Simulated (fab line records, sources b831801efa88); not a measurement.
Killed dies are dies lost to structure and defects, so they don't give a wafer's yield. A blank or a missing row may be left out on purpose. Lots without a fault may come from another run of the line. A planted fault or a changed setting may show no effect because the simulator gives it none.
A struck lot beside a sound one | flow gf180mcu | 17 steps out of a route of 602
Sound: wafers L525.1, L525.2, L525.3. Struck: wafer L521.6. The cause comes at the end.
At each step with rows: each side's tool, then ch and its chambers, then its first start. Under that, the readings that differ: sound wafers | struck wafers | difference of the means | sigmas: that difference in standard deviations of wafers without a fault.
alike: readings whose means differ by less than 2 such deviations, and words and numbers that are the same on both sides. not compared: withheld readings, readings that some wafer has no value for, bounds like >300 that may hide the same value, and numbers for which the record gives no deviation and whose values overlap.
The two part at a step that has a row with sigmas, a row that says differs or no value, or rows on one side only. Numbers that don't overlap but have no deviation are shown without sigmas and don't part them. A reading that every wafer of one side lacks parts them only if that side has two wafers or more.

first, 4 steps without rows for these wafers: GF_M1_SOFTBAKE_10 (time 60 s); GF_M1_EXPOSE_11 (exposes mask Metal1, target cd 230 nm); GF_M1_PEB_12 (peb time 90 s); GF_M1_DEVELOP_13 (develop time 60 s).
GF_M1_CD_MEAS_14: target cd 230 nm.
  sound on cd_sem-02, day 23 01:32; struck on cd_sem-01, day 21 18:09
  alike: cd_nm
GF_M1_OVL_MEAS_15:
  sound on overlay-02, day 23 01:40; struck on overlay-02, day 21 18:12
  alike: M1_OVL
GF_M1_METAL_ETCH_16: etches the open film in Cl2/BCl3, stops on SiO2, target depth 627.5 nm, time 104.6 s.
  sound on rie_metal-02 ch 0,1, day 23 01:42; struck on rie_metal-01 ch 0, day 21 18:17
  alike: bcl3_flow_sccm, chamber_pressure_mTorr, drypump_motor_current_A, oes_product_au, throttle_valve_pct
  not compared: rf_hours_counter_h
GF_M1_STRIP_17: strips in O2/N2.
  sound on plasma_asher-02 ch 0,1, day 23 01:49; struck on plasma_asher-02 ch 1, day 21 18:23
  reading                      | sound          | struck | difference | sigmas
  strip_time_to_endpoint_s (s) | 7.98 7.88 8.00 | 7.76   | -0.19      | -3
  alike: chamber_pressure_mTorr, drypump_motor_current_A, heater_power_w, oes_product_au, platen_temp_c
  not compared: rf_hours_counter_h
then, 3 steps without rows for these wafers: GF_M1_STRIP_18 (strips in post etch residue remover, time 1200 s); GF_M1_CLEAN_19 (cleans in DIW); GF_V1_CVD_00 (deposits SiO2, target thk 600 nm, time 100 s).
GF_V1_THK_MEAS_01:
  sound on film_metro-04, day 23 02:25; struck on film_metro-03, day 21 19:01
  alike: V1_CVD_00_THK
GF_V1_CVD_02: deposits SiO2 from TEOS, target thk 850 nm, time 94.851 s.
  sound on pecvd-04 ch 0,1,2, day 23 02:28; struck on pecvd-01 ch 0, day 21 19:03
  reading                             | sound           | struck | difference | sigmas
  model.SiO2_of_V1_CVD_02.thk_nm (nm) | 842 851.4 837.4 | 648.9  | -194.7     |
  alike: heater_power_w
GF_V1_THK_MEAS_03:
  sound on film_metro-03, day 23 02:32; struck on film_metro-01, day 21 19:08
  reading            | sound       | struck | difference | sigmas
  V1_CVD_02_THK (nm) | 842 851 838 | 649    | -195       | -16
GF_V1_CMP_04: polishes SiO2.
  sound on cmp-02 ch 1,2,3, day 23 02:36; struck on cmp-01 ch 2, day 21 19:21
  reading                | sound    | struck | difference | sigmas
  time_to_endpoint_s (s) | 72 79 75 | 6      | -69        | -12
  alike: motor_current_A
GF_V1_BOW_MEAS_05:
  sound on film_metro-04, day 23 02:54; struck on film_metro-04, day 21 19:33
  alike: V1_BOW
GF_PASSIVATION_PROBE_99:
  the record has rows for the sound wafers here (prober-01, day 33 14:57) and none for the struck ones

WHERE THEY PART
First at GF_M1_STRIP_17; last, within this record, at GF_PASSIVATION_PROBE_99.

WHY: what the simulator had put in
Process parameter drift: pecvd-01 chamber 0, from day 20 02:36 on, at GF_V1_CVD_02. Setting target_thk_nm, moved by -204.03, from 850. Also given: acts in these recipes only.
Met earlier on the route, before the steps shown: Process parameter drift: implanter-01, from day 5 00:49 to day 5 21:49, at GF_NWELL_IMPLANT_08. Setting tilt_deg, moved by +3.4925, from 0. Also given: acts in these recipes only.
